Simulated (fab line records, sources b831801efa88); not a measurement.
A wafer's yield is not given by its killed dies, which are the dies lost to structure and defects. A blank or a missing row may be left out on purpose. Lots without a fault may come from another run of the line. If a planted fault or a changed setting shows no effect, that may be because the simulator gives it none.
fab line records -- flow sky130
record: lots: 13, wafers: 37, lastDay: 51
route steps=708 shown FIELD_ISO@18 VT_ADJUST_NCORE@126 LDD_LDN@302 RES_XHIGH@340
lots untouched by any fault: they come from a run of this same line in which no faults occurred
startH: hours from the record's first day to the start of the lot's first wafer shown -- waitH: how many hours have passed since the lot's step before this one -- " as in the row above -- L1.1+2: a single row standing in for several wafers -- - no value present, or no start provided -- * or withheld: withheld -- < > ~ a bound
route shown NAME@n: names a module that has steps shown in the file, with the first one's number in the route -- usual: average and standard deviation across the fault-free wafers -- same: alike in all rows -- chamber/n: place in a boat -- sites: the reading at each site -- _std_site: the standard deviation of these -- _edge_site: mean of outer sites minus mean of inner sites -- radiusMm: how far each site lies from the wafer's centre -- mask NAME#n: copy n -- behind: the last tool/chamber to shape the wafer -- hold: why the lot was held/for how many hours/how that ended -- device: whichever transistor did not switch (one of n, p or np) -- end of line: at the end of the route, the tests of the same wafers -- a step with no rows: only its recipe -- killed: dies lost to structure and defects at the first sort, not the wafer's yield -- map: a wafer's dies, marking killed ones x, the rest . and places with no die _
set.NAME: setting as actually run; set.NAME@STEP: the setting as run at that earlier step -- model.NAME: the simulator's own value behind a step, which no gauge read
one table for each step of the route and one row for each wafer, over a sample of lots
services: the hour from which a tool's chamber was out of use, counted from the record's first day as startH (under 0 if before that day), plus the number of hours and why
== steps ==
step: SKY_FIELD_ISO_ETCH_17
recipe: targetDepthA: 3420, maskMaterial: Si3N4, chemistry: HBr/Cl2/O2, target: Si, taperDeg: 5, icpW: 600, biasW: 150, pressureMtorr: 15, HBr_flow_sccm: 150, Cl2_flow_sccm: 40, O2_flow_sccm: 6, timeS: 97.7
usual: drypumpMotorCurrentA: 5.8/0.47, oesProductAu: 0.998/0.01, runLengthS: 125.9/0.44, throttleValvePct: 25.657/0.01
lot.wafer,tool,chamber,startH,waitH,drypumpMotorCurrentA,oesProductAu,rfHoursCounterH,runLengthS,throttleValvePct
L193.2,rieSi-02,0,29.16,0.1,5.6,1.011,162,125.1,25.635
L193.3,rieSi-02,2,29.16,0.1,6.2,0.994,48,126.1,25.663
L193.4,rieSi-02,1,29.16,0.1,6.2,0.999,82,126.1,25.643
L194.1,rieSi-01,2,34.59,0.1,5.8,0.991,151,126.0,25.640
L194.4,rieSi-01,0,34.59,0.1,5.9,0.989,82,125.5,25.675
L194.6,rieSi-01,0,34.59,0.1,5.9,0.987,-,125.6,25.664
L195.1,rieSi-01,2,43.21,0.1,5.7,1.004,151,125.9,25.644
L195.3,rieSi-01,1,43.21,0.1,6.5,0.998,130,125.7,25.664
L195.5,rieSi-01,1,43.21,0.1,6.5,1.000,-,126.0,25.657
L196.1,rieSi-01,1,50.90,0.1,6.5,1.000,130,126.2,25.672
L196.4,rieSi-01,0,50.90,0.1,5.9,1.004,82,125.4,25.657
L196.6,rieSi-01,0,50.90,0.1,5.9,0.994,-,125.3,25.672
L197.2,rieSi-01,0,54.36,0.1,5.9,0.994,82,125.9,25.663
L197.4,rieSi-01,3,54.36,0.1,5.2,0.993,1,125.6,25.662
L197.6,rieSi-01,1,54.36,0.1,6.4,0.997,-,125.5,25.674
L198.1,rieSi-02,2,56.95,0.1,6.2,0.983,48,126.1,25.648
L198.3,rieSi-02,0,56.95,0.1,5.6,1.010,0,125.3,25.635
L198.6,rieSi-02,3,56.95,0.1,5.1,0.986,-,126.7,25.657
L201.1,rieSi-02,1,71.79,0.1,6.2,1.004,82,126.1,25.653
L201.2,rieSi-02,0,71.79,0.1,5.7,1.013,0,125.2,25.647
L201.3,rieSi-02,3,71.79,0.1,5.2,0.978,129,127.0,25.662
L203.2,rieSi-01,3,82.11,0.1,5.1,1.010,1,125.9,25.647
L203.3,rieSi-01,0,82.11,0.1,5.9,0.997,83,125.7,25.666
L203.5,rieSi-01,3,82.11,0.1,5.1,0.999,-,125.5,25.657
L204.2,rieSi-02,3,87.14,0.1,5.1,1.016,129,126.6,25.660
L204.4,rieSi-02,2,87.14,0.1,6.2,0.996,48,126.1,25.668
L204.5,rieSi-02,0,87.14,0.1,5.6,1.007,-,125.2,25.647
L205.1,rieSi-01,3,93.26,0.1,5.1,0.998,1,126.0,25.655
L205.2,rieSi-01,1,93.26,0.1,6.5,1.005,130,125.6,25.670
L205.4,rieSi-01,1,93.26,0.1,6.4,1.010,-,125.6,25.668
L210.3,rieSi-01,2,119.81,0.0,5.7,1.005,0,126.4,25.644
L210.5,rieSi-01,1,119.81,0.0,6.4,1.021,-,118.4,25.654
L212.4,rieSi-01,2,130.16,0.0,5.8,0.998,0,118.4,25.652
L212.5,rieSi-01,2,130.16,0.0,5.8,1.003,-,118.5,25.664
L215.1,rieSi-02,0,144.75,0.1,5.7,1.006,1,125.1,25.656
L215.3,rieSi-02,3,144.75,0.1,5.1,0.981,129,126.6,25.656
L215.4,rieSi-02,2,144.75,0.1,6.3,0.986,49,126.2,25.671
step: SKY_VT_ADJUST_NCORE_CD_MEAS_07
recipe: targetCdNm: 380
usual: cdNm: 380.8/2.6
lot.wafer,tool,chamber,startH,waitH,cdNm
L193.2,cdSem-01,-,193.61,0.1,384.3
L193.3,cdSem-01,-,193.61,0.1,385.4
L193.4,cdSem-01,-,193.61,0.1,382.2
L194.1,cdSem-02,-,199.39,0.1,381.2
L194.4,cdSem-02,-,199.39,0.1,380.4
L194.6,cdSem-02,-,199.39,0.1,378.3
L195.1,cdSem-02,-,210.04,0.1,380.3
L195.3,cdSem-02,-,210.04,0.1,379.7
L195.5,cdSem-02,-,210.04,0.1,379.5
L196.1,cdSem-02,-,221.29,0.1,382.2
L196.4,cdSem-02,-,221.29,0.1,383.1
L196.6,cdSem-02,-,221.29,0.1,380.0
L197.2,cdSem-01,-,222.14,0.1,375.5
L197.4,cdSem-01,-,222.14,0.1,375.3
L197.6,cdSem-01,-,222.14,0.1,376.0
L198.1,cdSem-01,-,226.02,0.1,385.6
L198.3,cdSem-01,-,226.02,0.1,382.4
L198.6,cdSem-01,-,226.02,0.1,383.5
L201.1,cdSem-02,-,246.84,0.1,381.6
L201.2,cdSem-02,-,246.84,0.1,384.1
L201.3,cdSem-02,-,246.84,0.1,381.9
L203.2,cdSem-02,-,260.51,0.1,376.5
L203.3,cdSem-02,-,260.51,0.1,377.3
L203.5,cdSem-02,-,260.51,0.1,379.7
L204.2,cdSem-01,-,267.69,0.1,381.1
L204.4,cdSem-01,-,267.69,0.1,378.9
L204.5,cdSem-01,-,267.69,0.1,378.4
L205.1,cdSem-02,-,278.37,0.1,384.1
L205.2,cdSem-02,-,278.37,0.1,381.8
L205.4,cdSem-02,-,278.37,0.1,383.1
L210.3,cdSem-02,-,313.41,0.1,377.8
L210.5,cdSem-02,-,313.41,0.1,379.8
L212.4,cdSem-02,-,329.38,0.1,385.7
L212.5,cdSem-02,-,329.38,0.1,382.2
L215.1,cdSem-01,-,342.34,0.1,382.1
L215.3,cdSem-01,-,342.34,0.1,381.8
L215.4,cdSem-01,-,342.34,0.1,381.6
step: SKY_LDD_LDN_TW_MEAS_13
usual: LDD_LDN_TW: 1473/11
lot.wafer,tool,chamber,startH,waitH,LDD_LDN_TW
L193.2,filmMetro-04,-,542.69,0.1,1459
L193.3,filmMetro-04,-,542.69,0.1,1463
L193.4,filmMetro-04,-,542.69,0.1,1463
L194.1,filmMetro-03,-,559.02,0.1,1484
L194.4,filmMetro-03,-,559.02,0.1,1482
L194.6,filmMetro-03,-,559.02,0.1,1481
L195.1,filmMetro-03,-,576.40,0.1,1486
L195.3,filmMetro-03,-,576.40,0.1,1479
L195.5,filmMetro-03,-,576.40,0.1,1479
L196.1,filmMetro-03,-,579.80,0.1,1482
L196.4,filmMetro-03,-,579.80,0.1,1480
L196.6,filmMetro-03,-,579.80,0.1,1478
L197.2,filmMetro-03,-,580.84,0.1,1483
L197.4,filmMetro-03,-,580.84,0.1,1481
L197.6,filmMetro-03,-,580.84,0.1,1479
L198.1,filmMetro-04,-,586.93,0.1,1470
L198.3,filmMetro-04,-,586.93,0.1,1470
L198.6,filmMetro-04,-,586.93,0.1,1481
L201.1,filmMetro-03,-,608.57,0.1,1482
L201.2,filmMetro-03,-,608.57,0.1,1481
L201.3,filmMetro-03,-,608.57,0.1,1485
L203.2,filmMetro-03,-,628.23,0.1,1480
L203.3,filmMetro-03,-,628.23,0.1,1483
L203.5,filmMetro-03,-,628.23,0.1,1475
L204.2,filmMetro-01,-,637.54,0.1,1462
L204.4,filmMetro-01,-,637.54,0.1,1467
L204.5,filmMetro-01,-,637.54,0.1,1448
L205.1,filmMetro-04,-,646.83,0.1,1480
L205.2,filmMetro-04,-,646.83,0.1,1473
L205.4,filmMetro-04,-,646.83,0.1,1472
L210.3,filmMetro-04,-,689.87,0.1,1482
L210.5,filmMetro-04,-,689.87,0.1,1479
L212.4,filmMetro-01,-,705.86,0.1,1450
L212.5,filmMetro-01,-,705.86,0.1,1457
L215.1,filmMetro-01,-,721.20,0.1,1460
L215.3,filmMetro-01,-,721.20,0.1,1456
L215.4,filmMetro-01,-,721.20,0.1,1463
step: SKY_RES_XHIGH_STRIP_08
recipe: chemistry: O2/N2, powerW: 1400, pressureMtorr: 1500, platenTempC: withheld, o2FlowSccm: 3000, n2FlowSccm: 300, overashFraction: 0.5
usual: drypumpMotorCurrentA: 5.8/0.47, oesProductAu: 0.711/0.0046, stripTimeToEndpointS: 14.28/0.044
same: overashFraction: 0.5
lot.wafer,tool,chamber,startH,waitH,drypumpMotorCurrentA,oesProductAu,rfHoursCounterH,stripTimeToEndpointS
L193.2,plasmaAsher-04,1,637.36,0.1,6.1,0.717,93,14.27
L193.3,plasmaAsher-04,1,637.36,0.1,6.1,0.711,-,14.26
L193.4,plasmaAsher-04,0,637.36,0.1,6.4,0.709,-,14.25
L194.1,plasmaAsher-04,1,651.59,0.1,6.1,0.712,95,14.24
L194.4,plasmaAsher-04,0,651.59,0.1,6.4,0.714,-,14.23
L194.6,plasmaAsher-04,1,651.59,0.1,6.1,0.703,-,14.25
L195.1,plasmaAsher-04,0,666.77,0.1,6.4,0.714,96,14.36
L195.3,plasmaAsher-04,1,666.77,0.1,6.1,0.705,-,14.38
L195.5,plasmaAsher-04,0,666.77,0.1,6.4,0.712,-,14.36
L196.1,plasmaAsher-03,1,669.89,0.1,6.1,0.714,22,14.23
L196.4,plasmaAsher-03,0,669.89,0.1,5.4,0.712,-,14.29
L196.6,plasmaAsher-03,1,669.89,0.1,6.1,0.711,-,14.28
L197.2,plasmaAsher-02,0,670.56,0.1,5.5,0.715,84,14.33
L197.4,plasmaAsher-02,1,670.56,0.1,5.2,0.710,-,14.28
L197.6,plasmaAsher-02,0,670.56,0.1,5.5,0.716,-,14.32
L198.1,plasmaAsher-04,0,677.31,0.1,6.4,0.704,97,14.29
L198.3,plasmaAsher-04,0,677.31,0.1,6.4,0.717,-,14.29
L198.6,plasmaAsher-04,0,677.31,0.1,6.4,0.713,-,14.26
L201.1,plasmaAsher-03,1,698.01,0.1,6.1,0.710,25,14.19
L201.2,plasmaAsher-03,0,698.01,0.1,5.3,0.719,25,14.23
L201.3,plasmaAsher-03,1,698.01,0.1,6.2,0.706,-,14.24
L203.2,plasmaAsher-03,0,717.47,0.1,5.4,0.703,27,14.37
L203.3,plasmaAsher-03,1,717.47,0.1,6.1,0.704,-,14.31
L203.5,plasmaAsher-03,0,717.47,0.1,5.4,0.708,-,14.36
L204.2,plasmaAsher-04,0,726.17,0.1,6.4,0.711,102,14.26
L204.4,plasmaAsher-04,0,726.17,0.1,6.4,0.711,-,14.31
L204.5,plasmaAsher-04,0,726.17,0.1,6.4,0.702,-,14.27
L205.1,plasmaAsher-02,1,734.74,0.1,5.2,0.708,91,14.18
L205.2,plasmaAsher-02,0,734.74,0.1,5.4,0.713,91,14.26
L205.4,plasmaAsher-02,0,734.74,0.1,5.5,0.711,-,14.23
L210.3,plasmaAsher-03,0,777.82,0.1,5.4,0.710,-,14.32
L210.5,plasmaAsher-03,0,777.82,0.1,5.4,0.715,-,14.28
L212.4,plasmaAsher-02,1,792.31,0.1,5.1,0.708,-,14.23
L212.5,plasmaAsher-02,1,792.31,0.1,5.2,0.718,-,14.21
L215.1,plasmaAsher-02,1,805.59,0.1,5.2,0.711,98,14.21
L215.3,plasmaAsher-02,0,805.59,0.1,5.4,0.715,-,14.26
L215.4,plasmaAsher-02,1,805.59,0.1,5.2,0.713,-,14.25
== services ==
tool,chamber,startH,hours,kind
rieSi-01,0,57.80,2.5,repair
rieSi-02,2,61.08,8.4,repair
plasmaAsher-03,-,69.10,0.9,repair
rieSi-01,-,134.58,2.1,repair
rieSi-02,2,159.48,44.0,repair
rieSi-02,-,178.69,28.1,pm
rieSi-01,0,180.66,5.9,repair
rieSi-02,1,251.50,7.3,repair
rieSi-01,3,257.53,42.2,repair
plasmaAsher-04,-,286.22,1.8,repair
rieSi-02,3,319.62,39.4,repair
rieSi-01,1,395.49,2.6,repair
plasmaAsher-04,-,430.52,0.3,repair
rieSi-02,0,430.85,3.9,repair
rieSi-01,-,479.44,1.6,repair
rieSi-01,-,481.81,2.8,pm
rieSi-01,-,496.98,0.4,repair
rieSi-02,-,502.77,0.6,repair
rieSi-02,1,544.43,2.7,repair
rieSi-02,-,659.03,0.9,repair
plasmaAsher-04,-,733.75,9.0,pm
rieSi-02,-,734.30,2.8,pm
plasmaAsher-04,-,776.10,7.5,repair
plasmaAsher-04,-,802.42,2.7,pm
== key ==
firstSign: step: SKY_FIELD_ISO_ETCH_17, reading: runLengthS, direction: down, sigmas: 17, usual: *, struck: *
effect none on later readings
metAt SKY_FIELD_ISO_ETCH_17
struckLots L210,L212
struckWafers L210.5,L212.4,L212.5
testerLeftOut L210,L212
notActingAt SKY_VT_ADJUST_NCORE_CD_MEAS_07,SKY_LDD_LDN_TW_MEAS_13,SKY_RES_XHIGH_STRIP_08
onsetBetween 93.26 119.81
fault: kind: processParameterDrift, tool: rieSi-01, chamber: -, onsetH: 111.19, steps: SKY_FIELD_ISO_ETCH_17, channel: timeS, offset: *, shape: step, endH: 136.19, scope: struckWafersOnly, actsIn: *, stated: *
testerLeftOut: of these lots the tester's yield and bins aren't shown, on N5 and GAA mostly nor the transistor test; their killed dies are dies lost to structure and defects alone, not to doping, threshold or leakage, so they don't give the yield
